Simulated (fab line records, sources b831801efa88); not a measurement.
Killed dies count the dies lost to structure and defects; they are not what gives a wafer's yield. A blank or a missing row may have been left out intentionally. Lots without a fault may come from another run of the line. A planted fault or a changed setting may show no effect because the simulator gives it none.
Which tool was responsible?	flow gf180mcu	13 lots, 39 wafers sampled, at 2 steps of a route of 602

WHAT EACH GAUGE READ, for each wafer
GF_HV_LDD_OVL_MEAS_08. Usual: HV_LDD_OVL typically reads -1.3 nm, with standard deviation 1.3.
lot	measured	on	HV_LDD_OVL (nm)	flag
L700	day 10 00:42	overlay-01	-1.6 -0.7 -0.2	
L701	day 10 10:24	overlay-02	-2.8 -0.8 -2.6	
L703	day 10 22:03	overlay-01	-0.7 -0.4 -0.6	
L705	day 11 18:23	overlay-02	-1.3 -0.5 -1.6	
L706	day 12 00:13	overlay-02	-2.1 0.2 -1.0	
L708	day 13 00:49	overlay-02	0.5 0.9 0.4	
L709	day 13 07:25	overlay-01	-3.0 1.2 -0.2	
L712	day 13 19:41	overlay-01	-4.2 -4.0 -2.4	
L717	day 15 09:59	overlay-02	-0.7 -2.5 -3.3	
L718	day 15 17:55	overlay-02	-0.8 -1.9 -1.0	
L719	day 16 03:52	overlay-01	-1.2 -2.5 -1.5	
L722	day 16 16:41	overlay-01	0.0 -0.9 -2.0	
L723	day 17 00:25	overlay-02	-2.6 -1.5 -1.6	

EACH LOT AND THE TOOL THAT RAN IT (in order: tool; ch and the chambers of the sampled wafers; start)
lot	GF_POLY_GATE_ETCH_12
L700	rie_diel-02 ch 0,1,2, day 9 04:30
L701	rie_diel-03 ch 0,1,2, day 9 14:51
L703	rie_diel-04 ch 0,2,3, day 10 00:45
L705	rie_diel-03 ch 0,1,2, day 10 17:15
L706	rie_diel-02 ch 0,2,3, day 11 01:33
L708	rie_diel-02 ch 0,1,2, day 12 04:18
L709	rie_diel-02 ch 0,2,3, day 12 10:42
L712	rie_diel-03 ch 0,1, day 12 19:57
L717	rie_diel-04 ch 0,2, day 14 09:17
L718	rie_diel-03 ch 0,2,3, day 14 18:51
L719	rie_diel-04 ch 1,2,3, day 15 05:14
L722	rie_diel-03 ch 1,2,3, day 15 16:11
L723	rie_diel-04 ch 0,1, day 16 00:45
- GF_POLY_GATE_ETCH_12: etches BARC in N2/H2.

AS READ BY THE TOOLS THEMSELVES (means over the sampled wafers that have a number; for cases with no such wafer, the mark the record gives instead)
GF_POLY_GATE_ETCH_12. Usual: drypump_motor_current_A 5.8 A, standard deviation 0.6; oes_product_au 0.736 a.u., standard deviation 0.0052; throttle_valve_pct 13.214 %, standard deviation 0.0085.
lot	tool	drypump_motor_current_A (A)	oes_product_au (a.u.)	throttle_valve_pct (%)	flag
L700	rie_diel-02	5.4	0.730	13.214	
L701	rie_diel-03	5.7	0.733	13.220	
L703	rie_diel-04	6.1	0.742	13.207	
L705	rie_diel-03	5.6	0.737	13.214	
L706	rie_diel-02	5.6	0.736	13.215	
L708	rie_diel-02	5.4	0.733	13.216	
L709	rie_diel-02	5.6	0.735	13.226	
L712	rie_diel-03	5.4	0.739	13.213	
L717	rie_diel-04	6.3	0.737	13.214	
L718	rie_diel-03	6.2	0.738	13.221	
L719	rie_diel-04	6.2	0.732	13.220	
L722	rie_diel-03	5.9	0.736	13.203	
L723	rie_diel-04	5.8	0.734	13.224	

THE ANSWER, worked out from the rows above alone
Rule: a lot counts as off when the mean over its wafers that have a number is more than 3 standard deviations away from the usual mean. A lot without any number at a reading at which 4 lots or more have one is off too. Where the step has rows for the other lots, those lots are counted as sound. First the gauges in route order, then the tools' own readings, where a lot's mean is used as printed above. The first step at which some lot is off is used, and at that step the reading that is off furthest; a lot without a number counts as furthest.
Nothing can be told from this: no lot is off at any reading shown.

WHAT WAS PUT IN BY THE SIMULATOR
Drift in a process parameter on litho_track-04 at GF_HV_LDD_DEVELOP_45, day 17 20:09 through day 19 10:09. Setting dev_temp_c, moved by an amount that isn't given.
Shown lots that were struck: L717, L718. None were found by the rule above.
